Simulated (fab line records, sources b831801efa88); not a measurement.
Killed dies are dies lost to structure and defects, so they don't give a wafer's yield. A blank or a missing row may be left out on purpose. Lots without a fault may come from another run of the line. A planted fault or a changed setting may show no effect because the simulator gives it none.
Which tool did it? | flow gf180mcu | 11 lots, 33 wafers sampled, at 1 step of a route of 602

WHAT THE GAUGES READ, wafer by wafer
GF_V4_THK_MEAS_03.
lot  | measured     | on            | V4_CVD_02_THK (nm)
L837 | day 23 13:02 | film_metro-03 | 834 848 849
L838 | day 23 17:05 | film_metro-04 | 861 845 852
L839 | day 24 06:04 | film_metro-03 | 820 839 859
L841 | day 24 17:56 | film_metro-02 | 830 827 859
L843 | day 25 13:36 | film_metro-04 | 865 860 856
L844 | day 25 20:30 | film_metro-04 | 854 844 856
L847 | day 26 22:08 | film_metro-03 | 851 852 854
L850 | day 27 18:46 | film_metro-02 | 839 823 843
L854 | day 29 03:13 | film_metro-04 | 848 877 867
L855 | day 29 06:35 | film_metro-02 | 839 846 859
L857 | day 29 19:56 | film_metro-03 | 849 855 850

WHICH TOOL RAN EACH LOT (tool, then ch and the chambers of the sampled wafers, then the start)
The record holds no process step before these readings.

THE ANSWER, worked out from the rows above alone
Rule: what is usual is taken from the lots themselves. Put in order of their means at a reading, lots are off if they are a third of the lots or fewer, leave a main group of 4 or more, and stand apart from it by a gap of 3 or more times the standard deviation of the main group's means; of several such gaps the widest counts. A main group whose means are all the same, to the digits that the tables above print for the reading, isn't used. A lot without any number at a reading at which 4 lots or more have one is off too. The other lots that the step has rows for count as sound.
No lot is off at any reading shown: from this, nothing can be told.

WHAT THE SIMULATOR HAD PUT IN
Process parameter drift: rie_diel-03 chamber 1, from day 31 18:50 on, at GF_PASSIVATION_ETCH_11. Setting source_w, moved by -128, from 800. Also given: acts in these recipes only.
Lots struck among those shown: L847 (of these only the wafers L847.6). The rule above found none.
